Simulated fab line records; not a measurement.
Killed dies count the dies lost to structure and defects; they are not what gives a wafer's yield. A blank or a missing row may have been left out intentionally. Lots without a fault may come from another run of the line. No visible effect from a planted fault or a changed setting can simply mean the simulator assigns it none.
The tool behind it: which one? || flow gf180mcu || Sampling: 12 lots, 36 wafers, 2 of 602 route steps

WHAT THE GAUGES SHOWED, per wafer
GF_M3_THK_MEAS_06: measures by xrf.
{"lot": "L075", "measured": "day 20 15:35", "on": "film-metro-04", "M3_ALCU_THK (nm)": "452 449 446"}
{"lot": "L077", "measured": "day 21 11:22", "on": "film-metro-03", "M3_ALCU_THK (nm)": "447 447 450"}
{"lot": "L079", "measured": "day 22 12:43", "on": "film-metro-03", "M3_ALCU_THK (nm)": "449 453 452"}
{"lot": "L081", "measured": "day 23 02:43", "on": "film-metro-04", "M3_ALCU_THK (nm)": "438 443 444"}
{"lot": "L083", "measured": "day 24 02:48", "on": "film-metro-04", "M3_ALCU_THK (nm)": "454 454 449"}
{"lot": "L085", "measured": "day 24 18:52", "on": "film-metro-02", "M3_ALCU_THK (nm)": "452 446 438"}
{"lot": "L087", "measured": "day 25 06:22", "on": "film-metro-03", "M3_ALCU_THK (nm)": "455 451 454"}
{"lot": "L089", "measured": "day 25 20:37", "on": "film-metro-03", "M3_ALCU_THK (nm)": "443 449 448"}
{"lot": "L091", "measured": "day 26 10:06", "on": "film-metro-04", "M3_ALCU_THK (nm)": "445 453 447"}
{"lot": "L093", "measured": "day 26 20:26", "on": "film-metro-03", "M3_ALCU_THK (nm)": "446 443 443"}
{"lot": "L095", "measured": "day 27 12:10", "on": "film-metro-03", "M3_ALCU_THK (nm)": "444 446 445"}
{"lot": "L097", "measured": "day 28 03:01", "on": "film-metro-02", "M3_ALCU_THK (nm)": "444 441 441"}

TOOL THAT RAN EACH LOT (tool first, then ch and the chambers of the sampled wafers, then the start)
{"lot": "L075", "GF_V2_CVD_02": "pecvd-03 ch 0,1, day 19 13:01"}
{"lot": "L077", "GF_V2_CVD_02": "pecvd-01 ch 0,1,2, day 20 08:40"}
{"lot": "L079", "GF_V2_CVD_02": "pecvd-01 ch 1,2, day 21 10:56"}
{"lot": "L081", "GF_V2_CVD_02": "pecvd-02 ch 0,1, day 22 01:10"}
{"lot": "L083", "GF_V2_CVD_02": "pecvd-02 ch 0,2, day 23 02:12"}
{"lot": "L085", "GF_V2_CVD_02": "pecvd-01 ch 0,1,2, day 23 18:14"}
{"lot": "L087", "GF_V2_CVD_02": "pecvd-02 ch 0,1, day 24 06:26"}
{"lot": "L089", "GF_V2_CVD_02": "pecvd-01 ch 0,1,2, day 24 21:08"}
{"lot": "L091", "GF_V2_CVD_02": "pecvd-02 ch 1,2, day 25 10:36"}
{"lot": "L093", "GF_V2_CVD_02": "pecvd-01 ch 0,1,2, day 25 20:39"}
{"lot": "L095", "GF_V2_CVD_02": "pecvd-02 ch 0,1,2, day 26 13:23"}
{"lot": "L097", "GF_V2_CVD_02": "pecvd-02 ch 0,1,2, day 27 05:08"}
- GF_V2_CVD_02: deposits SiO2 from TEOS, target thk 850 nm, time 94.851 s.

THE ANSWER, worked out from the rows above alone
Rule: the lots themselves supply what counts as usual. Put in order of their means at a reading, lots are off if they are a third of the lots or fewer, leave a main group of 4 or more, and stand apart from it by a gap of 3 or more times the standard deviation of the main group's means; of several such gaps the widest counts. The tables above print the reading to a certain number of digits; a main group whose means all agree to those digits is not used. Also off: a lot with no number at a reading for which 4 or more lots have one. All remaining lots with rows at the step are treated as sound.
No lot is off at any reading shown: from this, nothing can be told.

WHAT WAS PUT IN BY THE SIMULATOR
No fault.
